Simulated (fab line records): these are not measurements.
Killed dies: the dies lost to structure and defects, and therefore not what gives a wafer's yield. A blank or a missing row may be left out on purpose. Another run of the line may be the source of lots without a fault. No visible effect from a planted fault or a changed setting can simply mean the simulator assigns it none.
Chamber matching | flow gf180mcu | 4 sister chambers for GF_M5_ETCH_09 on rie diel-03
The step etches Si3N4 in CF4/O2, target depth 52 nm, time 11.6 s. 4 wafers are shown with their chamber, then 8 later ones without.

## EACH WAFER AND ITS CHAMBER
wafer  | chamber | oes product au (a.u.)
L079.1 | 3       | 1.016
L083.3 | 0       | 1.008
L084.6 | 1       | 0.994
L088.3 | 2       | 1.000

## WAFERS WITHOUT THEIR CHAMBER
wafer  | oes product au (a.u.)
L088.4 | 1.016
L088.6 | 1.001
L092.3 | 1.002
L092.4 | 1.013
L092.6 | 0.997
L095.2 | 1.015
L095.3 | 1.018
L095.6 | 0.996

## WHICH CHAMBER EACH ONE RAN IN
wafer  | from the rows above     | in truth
L088.4 | 3                       | 3
L088.6 | 2                       | 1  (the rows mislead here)
L092.3 | can't be placed: 2 or 0 | 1
L092.4 | can't be placed: 3 or 0 | 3
L092.6 | can't be placed: 1 or 2 | 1
L095.2 | 3                       | 3
L095.3 | 3                       | 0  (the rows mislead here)
L095.6 | can't be placed: 1 or 2 | 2
Correct placement for 2 of the 8. Not placeable from these rows: 4 (in 3, the candidates include the true chamber). Placed wrongly: 2.
How it was worked out, from the rows above alone: a wafer's distance from a chamber is the root of the sum, over the readings, of the square of ((its reading less the chamber's mean) divided by the reading's scatter). The wafer belongs to the nearest chamber; if the next one is less than 2 further off, it can't be placed. A chamber's mean is the mean of its shown wafers. The scatter: with one shown wafer a chamber, the root of the mean of the squares of how far each hidden wafer lies from its nearest shown one.
